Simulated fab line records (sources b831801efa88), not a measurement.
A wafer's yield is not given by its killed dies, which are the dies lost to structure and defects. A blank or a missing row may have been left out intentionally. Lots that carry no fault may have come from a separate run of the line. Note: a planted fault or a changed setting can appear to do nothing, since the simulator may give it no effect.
A lot that was struck, set against a sound lot :: flow sky130 :: 36 out of 708 route steps
Sound: these wafers, L563.1, L563.3, L563.4. Wafers L559.2, L559.3, L559.4 were the ones struck. The cause comes at the end.
For every step that has rows: the tool of each side, followed by ch and its chambers, followed by its first start. Under that, the readings that differ: sound wafers :: struck wafers :: difference of the means :: sigmas: that difference in standard deviations of wafers without a fault.
alike: words and numbers the same on both sides, and readings whose means are apart by under 2 such deviations; not compared: readings that were withheld, readings missing a value for some wafer, numbers with overlapping values and no deviation given by the record, and bounds like >300 which may hide the same value.
A row with sigmas, a row that says differs or no value, or rows on one side alone: a step with any of these is where the two part. When numbers do not overlap yet have no deviation, they are printed without sigmas and do not part them. Lack of a reading on every wafer of one side parts them only where that side has two or more wafers.

first, 10 steps without rows for these wafers: SKY_DNWELL_DEVELOP_06 (develop time 60 s); SKY_DNWELL_IMPLANT_07; SKY_DNWELL_STRIP_08 (strips in O2/N2); SKY_PWDE_DEHYDRATE_00 (time 60 s); SKY_PWDE_HMDS_01 (prime time 60 s); SKY_PWDE_COAT_02 (resist thk 3000 nm); SKY_PWDE_SOFTBAKE_03; SKY_PWDE_EXPOSE_04 (exposes mask PWDEM, target cd 840 nm); SKY_PWDE_PEB_05; SKY_PWDE_DEVELOP_06 (develop time 60 s).
SKY_PWDE_IMPLANT_08:
  sound on implanter-01 ch 0, day 9 01:40; struck on implanter-04 ch 0, day 7 22:26
reading: dose ions cm2
sound: 3.6e+12 3.596e+12 3.594e+12
struck: 3.504e+12 3.498e+12 3.499e+12
difference: -9.633e+10
sigmas: -27
  alike: faraday current uA
then, 23 steps without rows for these wafers: SKY_PWDE_STRIP_09 (strips in O2/N2); SKY_NWELL_DEHYDRATE_03 (time 60 s); SKY_NWELL_HMDS_04 (prime time 60 s); SKY_NWELL_COAT_05 (resist thk 3000 nm); SKY_NWELL_SOFTBAKE_06; SKY_NWELL_EXPOSE_07 (exposes mask NWM, target cd 840 nm); SKY_NWELL_PEB_08; SKY_NWELL_DEVELOP_09 (develop time 60 s); SKY_NWELL_IMPLANT_11; SKY_NWELL_IMPLANT_12; SKY_NWELL_IMPLANT_13; SKY_NWELL_STRIP_14 (strips in O2/N2); SKY_NWELL_DEHYDRATE_16 (time 60 s); SKY_NWELL_HMDS_17 (prime time 60 s); SKY_NWELL_COAT_18 (resist thk 3000 nm); SKY_NWELL_SOFTBAKE_19; SKY_NWELL_EXPOSE_20 (exposes mask NWM COMPLEMENT, target cd 840 nm); SKY_NWELL_PEB_21; SKY_NWELL_DEVELOP_22 (develop time 60 s); SKY_NWELL_IMPLANT_24; SKY_NWELL_STRIP_25 (strips in O2/N2); SKY_NWELL_CLEAN_27 (cleans in SC1/SC2, time 150 s); SKY_NWELL_RTA_28 (time 30 s).
SKY_NWELL_RS_MEAS_31: uses a four-point probe to measure.
  sound on film metro-02 at day 10 23:25; struck on film metro-02 at day 9 18:25
reading: PWDE_RS (ohm/sq)
sound: 5274 5270 5279
struck: 5417 5417 5421
difference: +144
sigmas: +7
-- the record jumps here: 40 days lie between the struck wafers' starts before and after (it left off in module NWELL and takes up again in module PAD_OPEN, whose first step shown is number 708 of the route) --
SKY_PAD_OPEN_PROBE_99:
  sound on prober-01 at day 50 21:05; struck on prober-01 at day 49 22:31
reading: model.etest.res pwde under gate.rs ohm sq
sound: 6067 6077 6121
struck: 6363 6364 6375
difference: +279
sigmas: 
  alike: killed_at_M0_to_M3, killed_at_M4_up, killed at contacts, killed at front end, killed dies, killed open, killed short

WHERE THEY PART
At SKY_PWDE_IMPLANT_08 first; at SKY_NWELL_RS_MEAS_31 last (within this record only). Later steps at which nothing parts them and some readings are alike: SKY_PAD_OPEN_PROBE_99.

WHY: what the simulator had put in
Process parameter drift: implanter-04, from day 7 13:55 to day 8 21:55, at SKY_PWDE_IMPLANT_08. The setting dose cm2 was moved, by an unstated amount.
